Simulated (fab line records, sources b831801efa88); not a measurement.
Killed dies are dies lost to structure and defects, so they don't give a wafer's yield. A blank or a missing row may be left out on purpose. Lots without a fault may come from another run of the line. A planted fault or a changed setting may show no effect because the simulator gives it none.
Which tool did it? | flow sky130 | 12 lots, 36 wafers sampled, at 3 steps of a route of 708

WHAT THE GAUGES READ, wafer by wafer
SKY_METAL3_OVL_MEAS_14. Usual: METAL3_OVL 2 nm, standard deviation 6.
lot  | measured     | on         | METAL3_OVL (nm) | flag
L423 | day 38 15:26 | overlay-02 | -1 -2 2         |
L424 | day 39 00:55 | overlay-02 | -5 5 2          |
L428 | day 40 15:35 | overlay-01 | 7 -1 0          |
L432 | day 41 11:35 | overlay-02 | 3 -2 -2         |
L433 | day 41 20:48 | overlay-02 | -5 -5 -2        |
L435 | day 42 08:46 | overlay-01 | -2 -1 4         |
L436 | day 42 09:29 | overlay-01 | 12 13 13        |
L440 | day 43 16:22 | overlay-02 | 7 9 6           |
L441 | day 43 21:07 | overlay-01 | -9 -12 -12      |
L443 | day 44 19:10 | overlay-01 | 1 5 5           |
L445 | day 44 23:55 | overlay-01 | 5 5 -3          |
L446 | day 45 04:56 | overlay-01 | -1 0 0          |

SKY_VIA3_THK_MEAS_01. Usual: VIA3_HDPCVD_THK 1628 nm, standard deviation 17.
lot  | measured     | on            | VIA3_HDPCVD_THK (nm) | flag
L423 | day 38 16:37 | film_metro-03 | 1628 1631 1625       |
L424 | day 39 02:02 | film_metro-04 | 1630 1629 1619       |
L428 | day 40 16:48 | film_metro-03 | 1626 1628 1607       |
L432 | day 41 12:42 | film_metro-03 | 1647 1636 1624       |
L433 | day 41 22:16 | film_metro-04 | 1644 1656 1622       |
L435 | day 42 09:54 | film_metro-02 | 1630 1617 1625       |
L436 | day 42 10:37 | film_metro-02 | 1638 1650 1630       |
L440 | day 43 17:30 | film_metro-04 | 1589 1617 1590       |
L441 | day 43 22:14 | film_metro-02 | 1605 1628 1602       |
L443 | day 44 20:20 | film_metro-04 | 1613 1648 1604       |
L445 | day 45 01:06 | film_metro-03 | 1632 1627 1641       |
L446 | day 45 06:06 | film_metro-03 | 1628 1609 1619       |

WHICH TOOL RAN EACH LOT (tool, then ch and the chambers of the sampled wafers, then the start)
lot  | SKY_METAL3_ETCH_16
L423 | rie_metal-02 ch 0,1, day 38 15:30
L424 | rie_metal-02 ch 0,1, day 39 00:59
L428 | rie_metal-01 ch 0,1, day 40 15:39
L432 | rie_metal-01 ch 0,1, day 41 11:39
L433 | rie_metal-01 ch 0,1, day 41 20:53
L435 | rie_metal-03 ch 0,1, day 42 08:52
L436 | rie_metal-03 ch 0, day 42 09:33
L440 | rie_metal-03 ch 0,1, day 43 16:28
L441 | rie_metal-03 ch 0,1, day 43 21:11
L443 | rie_metal-03 ch 0,1, day 44 19:14
L445 | rie_metal-02 ch 0,1, day 44 23:59
L446 | rie_metal-01 ch 0,1, day 45 05:01
- SKY_METAL3_ETCH_16: etches BARC in N2/H2, stops on SiO2, time 88.2 s, target depth 60 nm.

WHAT THE TOOLS THEMSELVES READ (means of the sampled wafers that have a number; where no wafer has one, the mark that the record gives instead)
SKY_METAL3_ETCH_16. Usual: drypump_motor_current_A 6.1 A, standard deviation 0.44; he_backside_leak_sccm 3.38 sccm, standard deviation 0.28; oes_product_au 0.626 a.u., standard deviation 0.0051; run_length_s 116.7 s, standard deviation 0.8; throttle_valve_pct 13.205 %, standard deviation 0.0092.
lot  | tool         | drypump_motor_current_A (A) | he_backside_leak_sccm (sccm) | oes_product_au (a.u.) | run_length_s (s) | throttle_valve_pct (%) | flag
L423 | rie_metal-02 | 6.3                         | 3.30                         | 0.628                 | 117.1            | 13.202                 |
L424 | rie_metal-02 | 6.2                         | 3.29                         | 0.623                 | 116.8            | 13.208                 |
L428 | rie_metal-01 | 6.2                         | 3.41                         | 0.625                 | 116.3            | 13.212                 |
L432 | rie_metal-01 | 5.8                         | 3.12                         | 0.628                 | 116.4            | 13.201                 |
L433 | rie_metal-01 | 6.2                         | 3.50                         | 0.627                 | 116.5            | 13.206                 |
L435 | rie_metal-03 | 5.7                         | 3.54                         | 0.629                 | 116.5            | 13.210                 |
L436 | rie_metal-03 | 5.4                         | 3.55                         | 0.629                 | 116.4            | 13.189                 |
L440 | rie_metal-03 | 6.0                         | 3.55                         | 0.629                 | 116.6            | 13.209                 |
L441 | rie_metal-03 | 5.8                         | 3.48                         | 0.627                 | 116.6            | 13.203                 |
L443 | rie_metal-03 | 6.0                         | 3.55                         | 0.625                 | 116.9            | 13.211                 |
L445 | rie_metal-02 | 6.3                         | 3.29                         | 0.618                 | 116.7            | 13.198                 |
L446 | rie_metal-01 | 6.1                         | 3.33                         | 0.625                 | 116.5            | 13.202                 |

THE ANSWER, worked out from the rows above alone
Rule: a lot is off if the mean of its wafers that have a number lies more than 3 standard deviations from the usual mean. A lot without any number at a reading at which 4 lots or more have one is off too. The other lots that the step has rows for count as sound. The gauges are gone through in route order, then the tools' own readings, and for those a lot's mean is taken as printed above. The first step at which some lot is off is used, and at that step the reading that is off furthest; a lot without a number counts as furthest.
No lot is off at any reading shown: from this, nothing can be told.

WHAT THE SIMULATOR HAD PUT IN
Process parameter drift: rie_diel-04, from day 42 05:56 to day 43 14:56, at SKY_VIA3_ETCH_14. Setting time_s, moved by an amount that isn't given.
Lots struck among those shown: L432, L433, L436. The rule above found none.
